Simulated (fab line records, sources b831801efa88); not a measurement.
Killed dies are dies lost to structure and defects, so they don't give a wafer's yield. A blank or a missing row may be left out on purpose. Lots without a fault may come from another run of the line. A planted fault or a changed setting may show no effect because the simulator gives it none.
A struck lot beside a sound one | flow gf180mcu | 14 steps out of a route of 602
Sound: wafers L630.3, L630.5, L630.6. Struck: wafers L638.2, L638.4. (L638.6 of the same lot was not struck and is left out.) The cause comes at the end.
At each step with rows: each side's tool, then ch and its chambers, then its first start. Under that, the readings that differ: sound wafers | struck wafers | difference of the means | sigmas: that difference in standard deviations of wafers without a fault.
alike: readings whose means differ by less than 2 such deviations, and words and numbers that are the same on both sides. not compared: withheld readings, readings that some wafer has no value for, bounds like >300 that may hide the same value, and numbers for which the record gives no deviation and whose values overlap.
The two part at a step that has a row with sigmas, a row that says differs or no value, or rows on one side only. Numbers that don't overlap but have no deviation are shown without sigmas and don't part them. A reading that every wafer of one side lacks parts them only if that side has two wafers or more.

first, 3 steps without rows for these wafers: GF_V2_STRIP_18 (strips in O2/N2); GF_V2_STRIP_19 (strips in post etch residue remover, time 1200 s); GF_V2_CLEAN_20 (cleans in DIW).
GF_V2_SPUTTER_21: material Ti, target thk 15 nm, time 80.02 s.
  sound on pvd_sputter-02, day 20 06:13; struck on pvd_sputter-01, day 23 12:46
  alike: chamber_pressure_pa, throttle_valve_pct
then, 2 steps without rows for these wafers: GF_V2_SPUTTER_22 (material TiN, target thk 10 nm, time 40 s); GF_V2_CVD_23 (deposits W, target thk 350 nm, time 104.94 s).
GF_V2_RS_MEAS_24: measures by four-point-probe.
  sound on film_metro-03, day 20 06:28; struck on film_metro-04, day 23 13:00
  alike: V2_W_RS
GF_V2_THK_MEAS_25: measures by xrf.
  sound on film_metro-03, day 20 06:34; struck on film_metro-04, day 23 13:07
  alike: V2_W_THK
GF_V2_CMP_26: polishes, stops on SiO2, t overpolish 15 s, target thk 0 nm.
  sound on cmp-01 ch 0,1,2, day 20 06:46; struck on cmp-02 ch 1,2, day 23 13:10
  alike: motor_current_A, overpolish_run_s, platen_rpm, slurry_filter_dp_kPa, time_to_endpoint_s
GF_M3_SPUTTER_00: material Ti, target thk 37.5 nm, time 150 s.
  sound on pvd_sputter-04, day 20 06:55; struck on pvd_sputter-01, day 23 13:28
  alike: chamber_pressure_pa, throttle_valve_pct
GF_M3_SPUTTER_01: material TiN, target thk 30 nm, time 25 s.
  sound on pvd_sputter-04, day 20 07:01; struck on pvd_sputter-01, day 23 13:34
  alike: chamber_pressure_pa, throttle_valve_pct
GF_M3_SPUTTER_02: material AlCu, target thk 450 nm, time 23.9 s.
  sound on pvd_sputter-04, day 20 07:03; struck on pvd_sputter-01, day 23 13:35
  alike: chamber_pressure_pa, throttle_valve_pct
GF_M3_SPUTTER_03: material Ti, target thk 10 nm, time 6.7 s.
  sound on pvd_sputter-04, day 20 07:05; struck on pvd_sputter-01, day 23 13:37
  reading                               | sound            | struck      | difference | sigmas
  model.Ti_of_M3_SPUTTER_03.thk_nm (nm) | 10.09 10.06 10.3 | 12.84 12.77 | +2.65      |
  alike: chamber_pressure_pa, throttle_valve_pct
then, 1 step without rows for these wafers: GF_M3_SPUTTER_04 (material TiN, target thk 50 nm, time 41.7 s).

WHERE THEY PART
Nowhere in this record.

WHY: what the simulator had put in
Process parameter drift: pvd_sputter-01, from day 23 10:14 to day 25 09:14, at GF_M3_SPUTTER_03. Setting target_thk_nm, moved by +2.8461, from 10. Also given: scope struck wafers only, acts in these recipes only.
